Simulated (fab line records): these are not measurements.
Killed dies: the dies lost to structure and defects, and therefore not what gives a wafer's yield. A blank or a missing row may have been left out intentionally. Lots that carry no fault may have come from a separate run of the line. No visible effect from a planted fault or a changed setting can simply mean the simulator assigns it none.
Chamber matching	flow gf180mcu	GF_CONTACT_CMP_04 on cmp-01: 4 sister chambers
The step polishes SiO2. 8 wafers are shown with their chamber, then 8 later ones without.

## WAFERS PAIRED WITH THEIR CHAMBERS
wafer	chamber	motor_current_A (A)	time_to_endpoint_s (s)
L443.4	0	10.6	119
L447.2	3	11.6	107
L447.3	2	11.8	107
L447.5	1	10.8	117
L448.1	3	10.9	110
L448.2	1	11.4	119
L448.3	0	10.4	116
L449.1	2	12.0	111

## WAFERS WITHOUT THEIR CHAMBER
wafer	motor_current_A (A)	time_to_endpoint_s (s)
L449.4	10.5	112
L449.6	11.4	118
L456.2	11.4	112
L456.3	11.2	102
L456.4	11.4	110
L457.2	11.3	108
L457.3	10.2	107
L457.6	11.0	113

## EACH ONE'S CHAMBER
wafer	from the rows above	in truth
L449.4	can't be placed: 0 or 3 or 1 or 2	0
L449.6	can't be placed: 1 or 0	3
L456.2	can't be placed: 3 or 2 or 1 or 0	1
L456.3	can't be placed: 3 or 2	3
L456.4	can't be placed: 3 or 2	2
L457.2	can't be placed: 3 or 2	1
L457.3	can't be placed: 3 or 0 or 2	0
L457.6	can't be placed: 3 or 1 or 0 or 2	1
0 of 8 placed correctly. These rows do not allow placing 8 (true chamber among the candidates in 6). 0 placed wrongly.
How it was worked out, from the rows above alone: a wafer's distance from a chamber is the root of the sum, over the readings, of the square of ((its reading less the chamber's mean) divided by the reading's scatter). The wafer belongs to the nearest chamber; if the next one is less than 2 further off, it can't be placed. Each chamber's mean is taken over the wafers shown for it. How the scatter is found: for the shown wafers, subtract from each reading the mean of its chamber, square and add these, divide the total by (wafers less chambers), then take the root.
